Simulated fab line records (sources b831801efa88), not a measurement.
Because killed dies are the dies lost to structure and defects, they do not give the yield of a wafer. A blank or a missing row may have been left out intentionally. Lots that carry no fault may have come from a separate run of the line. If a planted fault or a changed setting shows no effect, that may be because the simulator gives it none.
A lot that was struck, set against a sound lot ; flow sky130 ; 15 steps out of a route of 708
Sound: these wafers, L151.1, L151.5, L151.6. The struck wafers were L166.1, L166.4, L166.5. The cause is named last.
At each step with rows: each side's tool, then ch and its chambers, then its first start. Under that, the readings that differ: sound wafers ; struck wafers ; difference of the means ; sigmas: that difference in standard deviations of wafers without a fault.
alike: a reading whose means differ by less than 2 such deviations, as well as words and numbers matching on both sides. not compared: withheld readings; readings where some wafer has no value; bounds like >300 that might hide an equal value; numbers whose values overlap and for which the record gives no deviation.
A row with sigmas, a row that says differs or no value, or rows on one side alone: a step with any of these is where the two part. When numbers do not overlap yet have no deviation, they are printed without sigmas and do not part them. A reading that every wafer of one side lacks parts them only if that side has two wafers or more.

first, 2 steps without rows for these wafers: SKY_GATE_OXIDE_IMPLANT_11; SKY_GATE_OXIDE_WET_ETCH_12 (etches SiO2 in dHF, target depth 16.8 nm, time 336 s).
SKY_GATE_OXIDE_STRIP_13: strips in O2/N2.
  sound on plasma-asher-04 ch 0,1, day 15 15:20; struck on plasma-asher-01 ch 1, day 20 14:53
  alike: drypump-motor-current-A, oes-product-au, strip-time-to-endpoint-s
  not compared: rf-hours-counter-h
SKY_GATE_OXIDE_TW_MEAS_14:
  sound: film-metro-04 at day 15 15:26; struck: film-metro-02 at day 20 14:59
  alike: GATE_OXIDE_TW
then, 3 steps without rows for these wafers: SKY_GATE_OXIDE_CLEAN_15 (cleans in SC1/SC2, time 150 s); SKY_GATE_OXIDE_OXIDATION_16 (stabilise 600 s, purge 300 s, target thk 3.57 nm); SKY_POLY_GATE_CVD_00 (deposits poly-Si, target thk 180 nm, time 720 s).
SKY_POLY_GATE_THK_MEAS_01:
  sound: film-metro-02 at day 15 20:07; struck: film-metro-02 at day 20 19:23
  alike: POLY_GATE_CVD_00_THK
then, 4 steps without rows for these wafers: SKY_RES_PROTECT_DEHYDRATE_00 (time 60 s); SKY_RES_PROTECT_HMDS_01 (prime time 60 s); SKY_RES_PROTECT_COAT_02 (resist thk 1140 nm); SKY_RES_PROTECT_SOFTBAKE_03 (time 60 s).
SKY_RES_PROTECT_EXPOSE_04: exposes mask RPM, target cd 1270 nm.
  sound on iline-stepper-01 ch 0, day 16 10:57; struck on iline-stepper-02 ch 0, day 21 11:11
reading;sound;struck;difference;sigmas
model.RES_PROTECT.overlay-x-nm (nm);0.09989 0.09989 0.09989;-102.2 -102.2 -102.2;-102.3;
  alike: mask
next, for these wafers, 1 step has no rows: SKY_RES_PROTECT_PEB_05.
-- a jump in the record: the struck wafers' starts before and after are 29 days apart (it breaks off in module RES_PROTECT and resumes in module PAD_OPEN, where the first step shown is number 708 of the route) --
SKY_PAD_OPEN_PROBE_99:
  sound: prober-02 at day 47 06:37; struck: prober-01 at day 50 09:16
  alike: killed_at_M0_to_M3, killed_at_M4_up, killed-at-contacts, killed-at-front-end, killed-at-other, killed-dies, killed-on-rim, killed-open, killed-short

== WHERE THEY PART ==
Nowhere in this record.

WHY: the cause the simulator had injected
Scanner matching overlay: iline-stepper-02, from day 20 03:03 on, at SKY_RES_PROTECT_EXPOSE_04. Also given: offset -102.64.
